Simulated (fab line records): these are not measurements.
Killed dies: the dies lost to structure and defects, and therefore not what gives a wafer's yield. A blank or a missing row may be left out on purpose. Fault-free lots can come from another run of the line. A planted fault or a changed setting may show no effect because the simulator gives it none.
A lot that was struck, set against a sound lot ; flow gf180mcu ; 16 out of 602 route steps
Sound: these wafers, L336.1, L336.2, L336.4. Struck: wafer L326.4. (L326.5 of the same lot was not struck and is left out.) The cause comes at the end.
For every step that has rows: the tool of each side, followed by ch and its chambers, followed by its first start. Under that, the readings that differ: sound wafers ; struck wafers ; difference of the means ; sigmas: that difference in standard deviations of wafers without a fault.
alike: words and numbers the same on both sides, and readings whose means are apart by under 2 such deviations; not compared: readings that were withheld, readings missing a value for some wafer, numbers with overlapping values and no deviation given by the record, and bounds like >300 which may hide the same value.
A row with sigmas, a row that says differs or no value, or rows on one side alone: a step with any of these is where the two part. Numbers that don't overlap but have no deviation are shown without sigmas and don't part them. A reading missing from all wafers of one side parts the sides only when that side holds two or more wafers.

GF_M4_SPUTTER_04: material TiN, target thk 50 nm, time 41.7 s.
  sound: pvd_sputter-02 at day 29 09:52; struck: pvd_sputter-01 at day 27 02:18
  alike: throttle_valve_pct
GF_M4_RS_MEAS_05: the measuring method here is four-point-probe.
  sound: film_metro-03 at day 29 09:54; struck: film_metro-02 at day 27 02:24
  alike: M4_ALCU_RS
GF_M4_THK_MEAS_06: measures by xrf.
  sound: film_metro-03 at day 29 10:01; struck: film_metro-02 at day 27 02:29
  alike: M4_ALCU_THK
then, 7 steps without rows for these wafers: GF_M4_DEHYDRATE_07 (time 60 s); GF_M4_HMDS_08 (prime time 60 s); GF_M4_COAT_09 (resist thk 1000 nm); GF_M4_SOFTBAKE_10 (time 60 s); GF_M4_EXPOSE_11 (exposes mask Metal4, target cd 280 nm); GF_M4_PEB_12 (peb time 90 s); GF_M4_DEVELOP_13 (develop time 60 s).
GF_M4_CD_MEAS_14 targets a cd of 280 nm.
  sound: cd_sem-01 at day 30 04:38; struck: cd_sem-01 at day 27 23:16
  alike: cd_nm
GF_M4_OVL_MEAS_15:
  sound: overlay-02 at day 30 04:46; struck: overlay-02 at day 27 23:21
  alike: M4_OVL
GF_M4_METAL_ETCH_16: etches the open film in Cl2/BCl3, stops on SiO2, target depth 750.8 nm, time 125.1 s.
  sound on rie_metal-01 ch 0, day 30 04:47; struck on rie_metal-02 ch 1, day 27 23:25
reading;sound;struck;difference;sigmas
oes_product_au (a.u.);0.989 0.991 0.985;1.002;+0.014;+3
throttle_valve_pct (%);28.235 28.229 28.221;28.201;-0.027;-3
model.KrF_of_M4_COAT_09.thk_nm (nm);692 686.2 686.8;468.6;-219.7;
  alike: drypump_motor_current_A
  not compared: rf_hours_counter_h
GF_M4_STRIP_17: strips in O2/N2.
  sound on plasma_asher-04 ch 0,1, day 30 05:03; struck on plasma_asher-04 ch 1, day 27 23:32
reading;sound;struck;difference;sigmas
oes_product_au (a.u.);0.531 0.534 0.541;0.441;-0.094;-21
strip_time_to_endpoint_s (s);7.46 7.40 7.40;5.24;-2.18;-50
  alike: drypump_motor_current_A, heater_power_w
  not compared: rf_hours_counter_h
then, 2 steps without rows for these wafers: GF_M4_STRIP_18 (strips in post etch residue remover, time 1200 s); GF_PASSIVATION_PROBE_99.

## WHERE THEY PART
At GF_M4_METAL_ETCH_16 first; at GF_M4_STRIP_17 last (within this record only).

WHY: whatever the simulator had introduced
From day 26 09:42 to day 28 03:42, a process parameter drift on rie_metal-02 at GF_M4_METAL_ETCH_16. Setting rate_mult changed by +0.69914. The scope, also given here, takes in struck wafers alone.
